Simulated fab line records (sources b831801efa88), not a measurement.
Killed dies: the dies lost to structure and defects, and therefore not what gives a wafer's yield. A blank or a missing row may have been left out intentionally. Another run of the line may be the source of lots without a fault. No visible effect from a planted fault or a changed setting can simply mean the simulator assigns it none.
Matching of chambers	flow sky130	SKY_CAP2M_CVD_00 on pecvd-03 has 3 sister chambers
The step deposits SiO2, target thk 15.5 nm. 6 wafers are shown with their chamber, then 8 later ones without.

WAFERS PAIRED WITH THEIR CHAMBERS
wafer	chamber	heater_power_w (W)	susceptor_temp_C (C)
L078.3	0	691	400.06
L084.1	0	687	399.85
L084.2	1	717	400.13
L085.3	1	693	400.28
L085.4	2	719	399.81
L086.1	2	711	400.24

WAFERS WITHOUT THEIR CHAMBER
wafer	heater_power_w (W)	susceptor_temp_C (C)
L086.3	704	400.24
L086.6	716	399.75
L088.1	712	400.04
L088.3	784	399.91
L088.6	762	399.85
L093.3	656	399.81
L093.4	599	400.10
L093.5	680	400.33

WHICH CHAMBER EACH ONE RAN IN
wafer	from the rows above	in truth
L086.3	can't be placed: 1 or 2 or 0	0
L086.6	can't be placed: 2 or 1 or 0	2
L088.1	can't be placed: 2 or 1 or 0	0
L088.3	can't be placed: 2 or 1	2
L088.6	can't be placed: 2 or 1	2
L093.3	can't be placed: 0 or 1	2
L093.4	can't be placed: 0 or 1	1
L093.5	can't be placed: 0 or 1 or 2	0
0 of 8 placed correctly. Not placeable from these rows: 8 (in 7, the candidates include the true chamber). Wrongly placed: 0.
How it was worked out, from the rows above alone: a wafer's distance from a chamber is the root of the sum, over the readings, of the square of ((its reading less the chamber's mean) divided by the reading's scatter). If the next closest chamber is less than 2 further off than the closest, the wafer can't be placed; otherwise it belongs to the closest. The mean given for a chamber averages the wafers shown for that chamber. How the scatter is found: for the shown wafers, subtract from each reading the mean of its chamber, square and add these, divide the total by (wafers less chambers), then take the root.
